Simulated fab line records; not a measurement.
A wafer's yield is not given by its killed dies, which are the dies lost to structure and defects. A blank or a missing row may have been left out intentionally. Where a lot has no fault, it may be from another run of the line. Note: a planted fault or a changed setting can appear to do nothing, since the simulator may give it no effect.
A single fault, viewed from 2 desks | flow sky130 | every desk sees just its own numbers, and what lay behind them comes last

## FOR THE TOOL OWNER'S DESK: hdpcvd-02
The tool's own readings at SKY_VIA4_HDPCVD_00 (deposits SiO2, target thk 1750 nm, time 291.7 s): means of the sampled wafers that have a number, for each lot that ran on this tool. If a lot's mean is further than 4 standard deviations from the usual mean, the lot is out of limits and carries the mark OUT (the distance appears in the brackets).
Columns: A = sih4-flow-sccm at SKY_VIA4_HDPCVD_00, usual 59.99 sccm
lot  | first seen here | A
L841 | day 42 07:16    | 60.10
L845 | day 43 11:36    | 59.84
L846 | day 44 01:06    | 59.97
L848 | day 44 17:56    | 60.02
L851 | day 44 20:51    | 60.11
L854 | day 45 23:54    | 63.94 (+21) OUT
This desk's verdict: out of limits on L854, starting with L854 at day 45 23:54 (sih4-flow-sccm at SKY_VIA4_HDPCVD_00). Within limits: L841, L845, L846, L848, L851.

## METROLOGY DESK
Lot by lot, what the gauges showed, no matter which tool ran the lot: averages of those sampled wafers that carry a number. If a lot's mean is further than 4 standard deviations from the usual mean, the lot is out of limits and carries the mark OUT (the distance appears in the brackets).
Columns: A = VIA4_HDPCVD_THK at SKY_VIA4_THK_MEAS_01, usual 1748 nm
lot  | first seen here | A
L839 | day 42 00:58    | 1719
L841 | day 42 07:23    | 1720
L844 | day 43 07:35    | 1723
L845 | day 43 11:48    | 1743
L846 | day 44 01:17    | 1728
L848 | day 44 18:07    | 1745
L849 | day 44 18:10    | 1731
L850 | day 44 20:18    | 1758
L851 | day 44 21:02    | 1730
L854 | day 46 00:05    | 1875 (+6.4) OUT
L861 | day 47 11:08    | 1750
This desk reports L854 out of limits; the earliest was L854 at day 46 00:05 (VIA4_HDPCVD_THK at SKY_VIA4_THK_MEAS_01). Within limits: L839, L841, L844, L845, L846, L848, L849, L850, L851, L861.

## BROUGHT TOGETHER
An alarm could have come from the tool owner's desk at day 45 23:54, on L854.
L854 would have let the metrology desk raise an alarm at day 46 00:05.
All the named lots went through SKY_VIA4_HDPCVD_00 on hdpcvd-02.

## WHAT THE SIMULATOR PUT IN
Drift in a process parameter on hdpcvd-02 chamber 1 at SKY_VIA4_HDPCVD_00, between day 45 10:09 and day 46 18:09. From 60, the setting sih4-flow-sccm moved by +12. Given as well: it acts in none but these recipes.
Shown lots that were struck: L854.
Counting hours from when the fault started, the first reading out of limits came at 14 for the tool owner's desk and at 14 for the metrology desk.
